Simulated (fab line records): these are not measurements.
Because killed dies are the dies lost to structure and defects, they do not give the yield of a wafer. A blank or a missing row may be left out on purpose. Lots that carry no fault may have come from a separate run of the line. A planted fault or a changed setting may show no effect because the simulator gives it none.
The same fault as seen by 2 desks | flow sky130 | only its own numbers are on each desk; what lay behind them is given at the end

== THE METROLOGY DESK ==
Means of the sampled wafers that have a number, per lot and without regard to the tool the lot ran on: this is what the gauges read. Any lot whose mean is over 4 standard deviations away from the usual mean is out of limits and marked OUT; that distance is given in the brackets.
Columns: A = LI_CONTACT_BOW at SKY_LI_CONTACT_BOW_MEAS_03, usual 55 um
lot  | first seen here | A
L688 | day 27 15:11    | 59
L690 | day 28 12:19    | 49
L691 | day 29 02:40    | 54
L692 | day 30 10:34    | 62
L695 | day 30 12:41    | 55
L696 | day 30 19:18    | 53
L698 | day 31 17:53    | 60
L700 | day 32 00:50    | 58
L699 | day 32 06:29    | 48
L705 | day 34 01:44    | 47
L711 | day 36 02:11    | 58
L710 | day 37 06:15    | 54
Finding of this desk: none of the 12 lots has anything out of limits.

== DESK OF THE TOOL OWNER: furnace-01 ==
The tool's own readings at SKY_NWELL_OXIDATION_01 (stabilise 600 s, purge 300 s, target thk 10 nm): means of the sampled wafers that have a number, for each lot that ran on this tool. Any lot whose mean is over 4 standard deviations away from the usual mean is out of limits and marked OUT; that distance is given in the brackets.
Columns: A = ox_temp_c at SKY_NWELL_OXIDATION_01, usual 900.1 C; B = ox_temp_c_max at SKY_NWELL_OXIDATION_01, usual 905.6; C = spike_tc_centre_C at SKY_NWELL_OXIDATION_01, usual 899.6 C
lot  | first seen here | A     | B     | C
L690 | day 2 23:42     | 899.8 | 902.7 | 900.9
L699 | day 5 01:04     | 899.8 | 903.1 | 899.8
L700 | day 5 02:47     | 900.0 | 903.4 | 900.2
L705 | day 6 06:51     | 899.2 | 902.2 | 900.5
L710 | day 7 23:31     | 900.4 | 904.2 | 900.9
L711 | day 7 23:31     | 900.2 | 903.4 | 900.6
Finding of this desk: none of the 6 lots has anything out of limits.

== PUT TOGETHER ==
At the metrology desk, nothing out of limits was observed.
Nothing out of limits was seen by the tool owner's desk.

== WHAT WAS PUT IN BY THE SIMULATOR ==
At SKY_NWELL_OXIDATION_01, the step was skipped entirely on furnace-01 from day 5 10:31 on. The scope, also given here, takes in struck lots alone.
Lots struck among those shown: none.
